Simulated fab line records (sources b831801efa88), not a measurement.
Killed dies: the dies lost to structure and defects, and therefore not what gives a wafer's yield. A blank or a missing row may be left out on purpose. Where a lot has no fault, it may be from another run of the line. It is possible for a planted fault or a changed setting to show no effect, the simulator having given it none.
Chamber matching || flow gf180mcu || GF_V2_CMP_04 on cmp-01: 4 sister chambers
The step polishes SiO2. 8 wafers are shown with their chamber, then 7 later ones without.

WAFERS, EACH WITH ITS CHAMBER
{"wafer": "L650.6", "chamber": 0, "motor current A (A)": 12.3, "time to endpoint s (s)": 83}
{"wafer": "L651.4", "chamber": 2, "motor current A (A)": 13.1, "time to endpoint s (s)": 91}
{"wafer": "L655.3", "chamber": 0, "motor current A (A)": 12.3, "time to endpoint s (s)": 71}
{"wafer": "L656.1", "chamber": 1, "motor current A (A)": 12.1, "time to endpoint s (s)": 87}
{"wafer": "L656.4", "chamber": 3, "motor current A (A)": 10.8, "time to endpoint s (s)": 79}
{"wafer": "L656.5", "chamber": 1, "motor current A (A)": 13.4, "time to endpoint s (s)": 92}
{"wafer": "L665.1", "chamber": 2, "motor current A (A)": 12.0, "time to endpoint s (s)": 81}
{"wafer": "L665.3", "chamber": 3, "motor current A (A)": 10.7, "time to endpoint s (s)": 79}

WAFERS WITH NO CHAMBER GIVEN
{"wafer": "L665.5", "motor current A (A)": 12.7, "time to endpoint s (s)": 92}
{"wafer": "L669.2", "motor current A (A)": 12.6, "time to endpoint s (s)": 83}
{"wafer": "L669.3", "motor current A (A)": 11.1, "time to endpoint s (s)": 82}
{"wafer": "L669.5", "motor current A (A)": 12.6, "time to endpoint s (s)": 88}
{"wafer": "L670.1", "motor current A (A)": 10.9, "time to endpoint s (s)": 76}
{"wafer": "L670.5", "motor current A (A)": 12.2, "time to endpoint s (s)": 77}
{"wafer": "L670.6", "motor current A (A)": 11.1, "time to endpoint s (s)": 88}

EACH ONE'S CHAMBER
{"wafer": "L665.5", "from the rows above": "can't be placed: 1 or 2", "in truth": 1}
{"wafer": "L669.2", "from the rows above": "can't be placed: 2 or 0 or 1", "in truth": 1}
{"wafer": "L669.3", "from the rows above": "can't be placed: 3 or 0 or 2", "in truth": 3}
{"wafer": "L669.5", "from the rows above": "can't be placed: 2 or 1 or 0", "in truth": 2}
{"wafer": "L670.1", "from the rows above": "can't be placed: 3 or 0", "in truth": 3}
{"wafer": "L670.5", "from the rows above": "can't be placed: 0 or 2", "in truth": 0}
{"wafer": "L670.6", "from the rows above": "can't be placed: 3 or 2 or 1 or 0", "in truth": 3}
Correctly placed: 0 of 7. Unplaceable from these rows: 7, with the true chamber sitting among the candidates in 7. 0 placed wrongly.
How it was worked out, from the rows above alone: a wafer's distance from a chamber is the root of the sum, over the readings, of the square of ((its reading less the chamber's mean) divided by the reading's scatter). The wafer belongs to the nearest chamber; if the next one is less than 2 further off, it can't be placed. Each chamber's mean is taken over the wafers shown for it. The scatter: take each reading less its chamber's mean, square it, sum over the shown wafers, divide by the number of wafers less the number of chambers, and take the root.
